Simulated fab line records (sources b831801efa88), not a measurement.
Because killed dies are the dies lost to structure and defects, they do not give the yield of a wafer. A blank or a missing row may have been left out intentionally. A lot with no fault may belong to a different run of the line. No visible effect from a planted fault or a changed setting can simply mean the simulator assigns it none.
Which tool is to blame? | flow gf180mcu | 24 lots, 72 wafers sampled, at 2 steps of a route of 602

== WHAT EACH GAUGE READ, for each wafer ==
GF_M4_RS_MEAS_05: measurement is done with a four-point probe. Usual: M4_ALCU_RS 0.0697 ohm/sq, standard deviation 0.00098.
lot  | measured     | on            | M4_ALCU_RS (ohm/sq)  | flag
L074 | day 22 07:37 | film-metro-02 | 0.0711 0.0698 0.0712 |
L075 | day 22 21:03 | film-metro-04 | 0.0686 0.0678 0.0680 |
L076 | day 22 23:22 | film-metro-04 | 0.0698 0.0703 0.0699 |
L077 | day 23 15:50 | film-metro-02 | 0.0704 0.0716 0.0695 |
L078 | day 24 04:28 | film-metro-02 | 0.0702 0.0692 0.0691 |
L079 | day 24 06:11 | film-metro-02 | 0.0695 0.0697 0.0689 |
L080 | day 25 00:29 | film-metro-03 | 0.0701 0.0684 0.0700 |
L081 | day 25 00:43 | film-metro-02 | 0.0698 0.0700 0.0699 |
L082 | day 25 07:26 | film-metro-03 | 0.0695 0.0695 0.0699 |
L083 | day 25 17:23 | film-metro-02 | 0.0707 0.0693 0.0703 |
L084 | day 26 04:11 | film-metro-02 | 0.0701 0.0690 0.0695 |
L085 | day 26 07:56 | film-metro-02 | 0.0693 0.0690 0.0694 |
L086 | day 26 17:35 | film-metro-03 | 0.0705 0.0708 0.0706 |
L087 | day 26 21:17 | film-metro-03 | 0.0683 0.0674 0.0684 |
L088 | day 27 08:17 | film-metro-02 | 0.0705 0.0712 0.0705 |
L089 | day 27 18:46 | film-metro-03 | 0.0694 0.0704 0.0702 |
L090 | day 28 05:21 | film-metro-03 | 0.0684 0.0701 0.0695 |
L091 | day 28 06:12 | film-metro-04 | 0.0698 0.0697 0.0691 |
L092 | day 28 10:16 | film-metro-03 | 0.0702 0.0701 0.0696 |
L093 | day 28 21:26 | film-metro-03 | 0.0686 0.0677 0.0689 |
L094 | day 29 03:47 | film-metro-03 | 0.0714 0.0715 0.0704 |
L095 | day 29 06:17 | film-metro-02 | 0.0686 0.0687 0.0671 |
L096 | day 29 12:18 | film-metro-03 | 0.0706 0.0711 0.0717 |
L097 | day 29 21:20 | film-metro-04 | 0.0693 0.0698 0.0698 |

== WHAT TOOL EACH LOT RAN ON (gives the tool, then ch and the chambers of the sampled wafers, and finally the start) ==
lot  | GF_V2_SPUTTER_22
L074 | pvd-sputter-02, day 20 05:00
L075 | pvd-sputter-04, day 20 18:01
L076 | pvd-sputter-02, day 20 20:21
L077 | pvd-sputter-04, day 21 12:43
L078 | pvd-sputter-01, day 22 02:58
L079 | pvd-sputter-02, day 22 04:17
L080 | pvd-sputter-02, day 22 23:56
L081 | pvd-sputter-01, day 23 00:25
L082 | pvd-sputter-04, day 23 06:20
L083 | pvd-sputter-04, day 23 18:19
L084 | pvd-sputter-04, day 24 04:57
L085 | pvd-sputter-02, day 24 08:56
L086 | pvd-sputter-02, day 24 19:53
L087 | pvd-sputter-02, day 24 22:51
L088 | pvd-sputter-02, day 25 10:24
L089 | pvd-sputter-02, day 25 20:33
L090 | pvd-sputter-01, day 26 09:15
L091 | pvd-sputter-04, day 26 10:35
L092 | pvd-sputter-02, day 26 14:26
L093 | pvd-sputter-04, day 27 02:17
L094 | pvd-sputter-01, day 27 09:04
L095 | pvd-sputter-04, day 27 12:01
L096 | pvd-sputter-04, day 27 17:15
L097 | pvd-sputter-04, day 28 02:29
- GF_V2_SPUTTER_22: material TiN, target thk 10 nm, time 40 s.

== WHAT THE TOOLS THEMSELVES READ (means of the sampled wafers that have a number; where no wafer has one, the mark that the record gives instead) ==
GF_V2_SPUTTER_22. Usual: throttle-valve-pct reads 29.8 % (standard deviation 1).
lot  | tool           | throttle-valve-pct (%) | flag
L074 | pvd-sputter-02 | 30.0                   |
L075 | pvd-sputter-04 | 29.7                   |
L076 | pvd-sputter-02 | 30.1                   |
L077 | pvd-sputter-04 | 29.5                   |
L078 | pvd-sputter-01 | 29.7                   |
L079 | pvd-sputter-02 | 30.2                   |
L080 | pvd-sputter-02 | 30.0                   |
L081 | pvd-sputter-01 | 28.8                   |
L082 | pvd-sputter-04 | 29.9                   |
L083 | pvd-sputter-04 | 29.6                   |
L084 | pvd-sputter-04 | 29.3                   |
L085 | pvd-sputter-02 | 30.0                   |
L086 | pvd-sputter-02 | 29.5                   |
L087 | pvd-sputter-02 | 30.5                   |
L088 | pvd-sputter-02 | 30.0                   |
L089 | pvd-sputter-02 | 29.1                   |
L090 | pvd-sputter-01 | 29.0                   |
L091 | pvd-sputter-04 | 29.7                   |
L092 | pvd-sputter-02 | 30.9                   |
L093 | pvd-sputter-04 | 29.7                   |
L094 | pvd-sputter-01 | 28.8                   |
L095 | pvd-sputter-04 | 29.3                   |
L096 | pvd-sputter-04 | 29.5                   |
L097 | pvd-sputter-04 | 29.4                   |

== THE ANSWER, worked out from the rows above alone ==
Rule: a lot counts as off when the mean over its wafers that have a number is more than 3 standard deviations away from the usual mean. Also off: a lot with no number at a reading for which 4 or more lots have one. Where the step has rows for the other lots, those lots are counted as sound. After the gauges, taken in route order, come the tools' own readings; for these a lot's mean is taken, as printed above. At the first step where some lot is off, the reading lying furthest off is the one used; lots without a number count as furthest.
No lot is off at any reading shown: from this, nothing can be told.

== WHAT THE SIMULATOR HAD INSERTED ==
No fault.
